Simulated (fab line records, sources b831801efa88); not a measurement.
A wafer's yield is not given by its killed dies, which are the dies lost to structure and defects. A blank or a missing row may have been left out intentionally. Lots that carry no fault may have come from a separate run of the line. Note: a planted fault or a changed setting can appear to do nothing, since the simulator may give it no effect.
Code-filled problem report in 8D (eight disciplines) form / flow sky130 / the parts of the form that need people (team, actions taken, sign-off) are left out

== 1. WHAT WENT WRONG ==
Wafers without a fault read 48.53 W, standard deviation 0.13; bias w at SKY_METAL2_METAL_ETCH_19 reads a mean of 56.27 W on 4 wafers belonging to 2 lots. That is +60 standard deviations from the usual mean.
The step: etches the open film in Cl2/BCl3, stops on SiO2, target depth 360 nm, time 78 s.
First observed at day 39 18:36: wafer L614.1, on rie metal-01. The record has a number at this step for 33 wafers belonging to 11 lots. By rule, "out" or "out of limits" means more than 4 standard deviations away from the usual mean. Any other wafer with a number is counted as sound.

== 2. WHAT IT IS; WHAT IT IS NOT ==
question=which readings at this step | is=bias w | is not=mfc cl2 sccm, oes product au
question=which lots | is=L614, L615 | is not=L600, L604, L605, L606, L616, L618, L619, L621, L622
question=which wafers of those lots | is=L614.1, L614.4, L615.2, L615.3 | is not=L614.2, L615.5
question=read on which tools | is=rie metal-01 | is not=rie metal-02, rie metal-04
question=when | is=from day 39 18:36 | is not=up to then (13 sound wafers); but 16 sound wafers of L615, L616, L618, L619, L621, L622 came after

== 3. THE SUSPECTS, EACH WITH WHAT RULES IT OUT ==
Counting: if a tool at a process step up to the reading ran every lot that is out, it stays a suspect. Sound lots after the first of them don't rule it out here, since some wafers of a struck lot are sound.
- rie metal-01 at SKY_METAL2_METAL_ETCH_19 (etches the open film in Cl2/BCl3, stops on SiO2, target depth 360 nm, time 78 s): kept. Every lot that is out went through it, the first being L614 (day 39 18:36); the last sound lot it ran before that was L605 (day 37 09:02). Its own readings are out on those wafers: bias w.
- The sound lot-mates ran in chamber 1 of rie metal-01 at SKY_METAL2_METAL_ETCH_19, but the wafers that are out ran in chamber 0.
Left after counting: rie metal-01 at SKY_METAL2_METAL_ETCH_19.

== 4. THE CAUSE (what the simulator had put in) ==
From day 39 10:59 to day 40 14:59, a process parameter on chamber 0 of rie metal-01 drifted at SKY_METAL2_METAL_ETCH_19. A move of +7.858 in setting bias w, from 48.5. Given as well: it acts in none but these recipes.
This tool alone remained once counting was done.

== 5. THE CHAIN OF EFFECTS, in route order ==
One row per reading whose mean, taken over the struck wafers that have a number, lies over 3 standard deviations from the usual. Only readings whose record carries a usual standard deviation are examined. hours: median over the lots of the time between each lot's start at the first step of this table that gives one and its start at this step. sigmas: the change, counted in usual standard deviations.
hours=0; step=SKY_METAL2_METAL_ETCH_19; reading=bias w; usual=48.53 W; on struck wafers=56.27; change=+7.74; sigmas=+60
hours=0; step=SKY_METAL2_STRIP_20; reading=strip time to endpoint s; usual=2.72 s; on struck wafers=2.53; change=-0.19; sigmas=-3.9
It contains these process steps:
- SKY_METAL2_METAL_ETCH_19: etches the open film in Cl2/BCl3, stops on SiO2, target depth 360 nm, time 78 s.
- SKY_METAL2_STRIP_20: strips in O2/N2.
At these later measuring or inspecting steps, every struck wafer for which the step has a row has a number for every such reading, and none has moved that far: SKY_METAL3_OVL_MEAS_14.

== 6. WHAT WOULD HAVE CAUGHT IT SOONER ==
First out-of-limits reading in this record: day 39 18:36, which is 8 hours after fault onset at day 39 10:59.
